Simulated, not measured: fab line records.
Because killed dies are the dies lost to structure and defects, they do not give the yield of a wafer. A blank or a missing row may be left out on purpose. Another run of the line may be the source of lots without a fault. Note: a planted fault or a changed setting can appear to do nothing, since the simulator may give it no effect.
A lot that was struck, set against a sound lot + flow sfqLine + 20 out of 325 route steps
Sound: wafers L740.1, L740.3, L740.6. The struck wafers were L754.1, L754.5, L754.6. The cause is named last.
Each step with rows lists, per side, the tool, then ch with its chambers, then its first start. Under that, the readings that differ: sound wafers + struck wafers + difference of the means + sigmas: that difference in standard deviations of wafers without a fault.
alike: same words and numbers on both sides, and readings whose means sit less than 2 such deviations apart. not compared: any withheld reading, any reading some wafer has no value for, any bound like >300 that may hide the same value, and any number with overlapping values for which the record gives no deviation.
A row with sigmas, a row that says differs or no value, or rows on one side alone: a step with any of these is where the two part. Non-overlapping numbers with no deviation appear without sigmas and do not part them. Lack of a reading on every wafer of one side parts them only where that side has two or more wafers.

first, 3 steps without rows for these wafers: SFQ_TRILAYER_I2_VIA_LITHO_EXPOSE_068 (exposes mask I2, target cd 500 nm); SFQ_TRILAYER_I2_VIA_LITHO_PEB_070 (peb time 60 s); SFQ_TRILAYER_I2_VIA_LITHO_DEVELOP_069 (time 60 s).
SFQ_I2_OVL_MEAS_918:
  sound on overlay-01, day 27 08:59; struck on overlay-02, day 34 06:47
  alike: I2_OVL
SFQ_TRILAYER_I2_VIA_BARC_OPEN_VIA_ETCH_096: etches BARC in O2, target depth 125 nm, time 41.7 s.
  sound on rieDiel-04 ch 0,2, day 27 09:02; struck on rieDiel-03 ch 0,3, day 34 06:49
| reading                  | sound       | struck      | difference | sigmas |
|--------------------------|-------------|-------------|------------|--------|
| drypumpMotorCurrentA (A) | 5.4 5.4 4.9 | 6.2 6.2 6.0 | +0.9       | +2     |
  alike: biasW, oesProductAu
  not compared: rfHoursCounterH
SFQ_TRILAYER_I2_VIA_ETCH_VIA_ETCH_070: etches SiO2 in CHF3, stops on Nb, target depth 260 nm.
  sound on rieDiel-04 ch 0,2, day 27 09:05; struck on rieDiel-03 ch 0,3, day 34 06:52
| reading                  | sound             | struck            | difference | sigmas |
|--------------------------|-------------------|-------------------|------------|--------|
| drypumpMotorCurrentA (A) | 5.3 5.4 4.9       | 6.2 6.2 6.0       | +0.9       | +2     |
| oesProductAu (a.u.)      | 0.853 0.854 0.852 | 0.865 0.861 0.865 | +0.011     | +2     |
  alike: biasW
SFQ_TRILAYER_I2_VIA_STRIP_STRIP_071: strips in O2.
  sound on rieMetal-01 ch 0, day 27 09:15; struck on rieMetal-02 ch 0,1, day 34 06:59
  alike: drypumpMotorCurrentA, oesProductAu
  not compared: rfHoursCounterH
then, 2 steps without rows for these wafers: SFQ_TRILAYER_I2_VIA_STRIP_SOLV_CLEAN_072 (cleans in NMP, time 600 s); SFQ_TRILAYER_M3_DEP_PRE_CLEAN_074 (time 22.5 s).
SFQ_TRILAYER_M3_DEP_SPUTTER_073: material Nb, target thk 200 nm, time 133.3 s.
  sound on pvdSputter-05, day 27 10:04; struck on pvdSputter-05, day 34 07:47
  alike: throttleValvePct
SFQ_M3_RS_MEAS_919: the measuring method here is four-point-probe.
  sound on filmMetro-01, day 27 10:10; struck on filmMetro-02, day 34 07:52
  alike: M3_NB_RS
SFQ_TRILAYER_M3_LITHO_COAT_080: resist thk 62 nm.
  sound on lithoTrack-04 ch 0, day 27 10:20; struck on lithoTrack-04 ch 0, day 34 08:03
| reading                                             | sound           | struck            | difference | sigmas |
|-----------------------------------------------------|-----------------|-------------------|------------|--------|
| model.BARC_of_TRILAYER_M3_LITHO_COAT_080.thkNm (nm) | 61.9 61.85 61.8 | 59.85 59.83 59.97 | -1.97      |        |
then, 5 steps without rows for these wafers: SFQ_TRILAYER_M3_LITHO_COAT_075 (resist thk 600 nm); SFQ_TRILAYER_M3_LITHO_SOFTBAKE_079; SFQ_TRILAYER_M3_LITHO_EXPOSE_076 (exposes mask M3, target cd 500 nm); SFQ_TRILAYER_M3_LITHO_PEB_078 (peb time 60 s); SFQ_TRILAYER_M3_LITHO_DEVELOP_077 (time 60 s).
-- the record jumps here: 2 days lie between the struck wafers' starts before and after --
SFQ_M3_OVL_MEAS_921:
  sound on overlay-01, day 30 03:25; struck on overlay-01, day 36 14:50
  alike: M3_OVL
SFQ_TRILAYER_M3_BARC_OPEN_METAL_ETCH_100: etches BARC in O2, target depth 125 nm, time 41.7 s.
  sound on rieMetal-03 ch 0,1, day 30 03:27; struck on rieMetal-03 ch 0,1, day 36 14:52
| reading                 | sound             | struck            | difference | sigmas |
|-------------------------|-------------------|-------------------|------------|--------|
| oesProductAu (a.u.)     | 0.679 0.688 0.681 | 0.668 0.675 0.669 | -0.012     | -2     |
| model.etch.depthNm (nm) | 61.9 61.85 61.8   | 59.85 59.83 59.97 | -1.97      |        |
  alike: biasW, drypumpMotorCurrentA
  not compared: rfHoursCounterH
SFQ_TRILAYER_M3_ETCH_METAL_ETCH_078: etches Nb in Cl2/Ar, stops on SiO2, target depth 240 nm, time 120 s.
  sound on rieMetal-03 ch 0,1, day 30 03:31; struck on rieMetal-03 ch 0,1, day 36 14:56
  alike: biasW, drypumpMotorCurrentA, oesProductAu
  not compared: rfHoursCounterH

WHERE THEY PART
First at SFQ_TRILAYER_I2_VIA_BARC_OPEN_VIA_ETCH_096; last, within this record, at SFQ_TRILAYER_M3_BARC_OPEN_METAL_ETCH_100. Later steps at which nothing parts them and some readings are alike: SFQ_TRILAYER_M3_ETCH_METAL_ETCH_078.

WHY: whatever the simulator had introduced
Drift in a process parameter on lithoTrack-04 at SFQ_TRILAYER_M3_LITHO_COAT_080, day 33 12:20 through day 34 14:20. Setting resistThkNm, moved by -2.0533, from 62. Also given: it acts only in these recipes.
